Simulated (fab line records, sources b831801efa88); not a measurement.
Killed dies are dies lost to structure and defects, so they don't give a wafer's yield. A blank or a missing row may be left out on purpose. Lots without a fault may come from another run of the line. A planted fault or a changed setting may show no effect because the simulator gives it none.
Which tool did it? | flow sky130 | 12 lots, 36 wafers sampled, at 2 steps of a route of 708

WHAT THE GAUGES READ, wafer by wafer
SKY_METAL4_OVL_MEAS_14.
lot  | measured     | on         | METAL4_OVL (nm)
L448 | day 42 01:46 | overlay-02 | -8 0 -5
L449 | day 42 06:41 | overlay-01 | -1 -3 -5
L452 | day 43 00:32 | overlay-02 | -12 -8 -16
L453 | day 43 05:24 | overlay-02 | -8 -7 -5
L454 | day 43 08:26 | overlay-01 | 6 5 6
L455 | day 43 22:31 | overlay-02 | 5 -2 -9
L461 | day 45 19:35 | overlay-02 | -17 -10 -12
L464 | day 46 17:21 | overlay-02 | -11 -2 -8
L465 | day 46 20:35 | overlay-01 | -11 -2 -12
L467 | day 46 23:31 | overlay-02 | -9 -12 -12
L468 | day 47 19:51 | overlay-02 | -21 -14 -12
L469 | day 48 00:39 | overlay-01 | -7 2 -6

WHICH TOOL RAN EACH LOT (tool, then ch and the chambers of the sampled wafers, then the start)
lot  | SKY_VIA3_ETCH_15
L448 | rie_diel-02 ch 0,1,3, day 39 23:24
L449 | rie_diel-01 ch 0,1,3, day 40 02:57
L452 | rie_diel-02 ch 0,2,3, day 40 22:15
L453 | rie_diel-02 ch 0,2, day 41 03:07
L454 | rie_diel-01 ch 0,1, day 41 08:08
L455 | rie_diel-01 ch 0,2, day 41 21:40
L461 | rie_diel-01 ch 0,1,2, day 43 21:11
L464 | rie_diel-01 ch 0,2, day 44 20:28
L465 | rie_diel-03 ch 0,2,3, day 44 23:28
L467 | rie_diel-03 ch 0,2,3, day 45 03:12
L468 | rie_diel-02 ch 0,3, day 46 01:25
L469 | rie_diel-01 ch 0,1, day 46 07:00
- SKY_VIA3_ETCH_15: etches SiO2 in C4F8/O2/Ar, stops on TiN, target depth 507 nm, time 78 s.

WHAT THE TOOLS THEMSELVES READ (means of the sampled wafers that have a number; where no wafer has one, the mark that the record gives instead)
SKY_VIA3_ETCH_15.
lot  | tool        | bias_w (W) | oes_product_au (a.u.)
L448 | rie_diel-02 | 1197       | 0.951
L449 | rie_diel-01 | 1198       | 0.945
L452 | rie_diel-02 | 1202       | 0.948
L453 | rie_diel-02 | 1195       | 0.944
L454 | rie_diel-01 | 1201       | 0.941
L455 | rie_diel-01 | 1200       | 0.945
L461 | rie_diel-01 | 1200       | 0.943
L464 | rie_diel-01 | 1201       | 0.946
L465 | rie_diel-03 | 1201       | 0.949
L467 | rie_diel-03 | 1202       | 0.942
L468 | rie_diel-02 | 1199       | 0.951
L469 | rie_diel-01 | 1197       | 0.944

THE ANSWER, worked out from the rows above alone
Rule: what is usual is taken from the lots themselves. Put in order of their means at a reading, lots are off if they are a third of the lots or fewer, leave a main group of 4 or more, and stand apart from it by a gap of 3 or more times the standard deviation of the main group's means; of several such gaps the widest counts. A main group whose means are all the same, to the digits that the tables above print for the reading, isn't used. A lot without any number at a reading at which 4 lots or more have one is off too. The other lots that the step has rows for count as sound. The gauges are gone through in route order, then the tools' own readings, and for those a lot's mean is taken as printed above. The first step at which some lot is off is used, and at that step the reading that is off furthest; a lot without a number counts as furthest.
No lot is off at any reading shown: from this, nothing can be told.

WHAT THE SIMULATOR HAD PUT IN
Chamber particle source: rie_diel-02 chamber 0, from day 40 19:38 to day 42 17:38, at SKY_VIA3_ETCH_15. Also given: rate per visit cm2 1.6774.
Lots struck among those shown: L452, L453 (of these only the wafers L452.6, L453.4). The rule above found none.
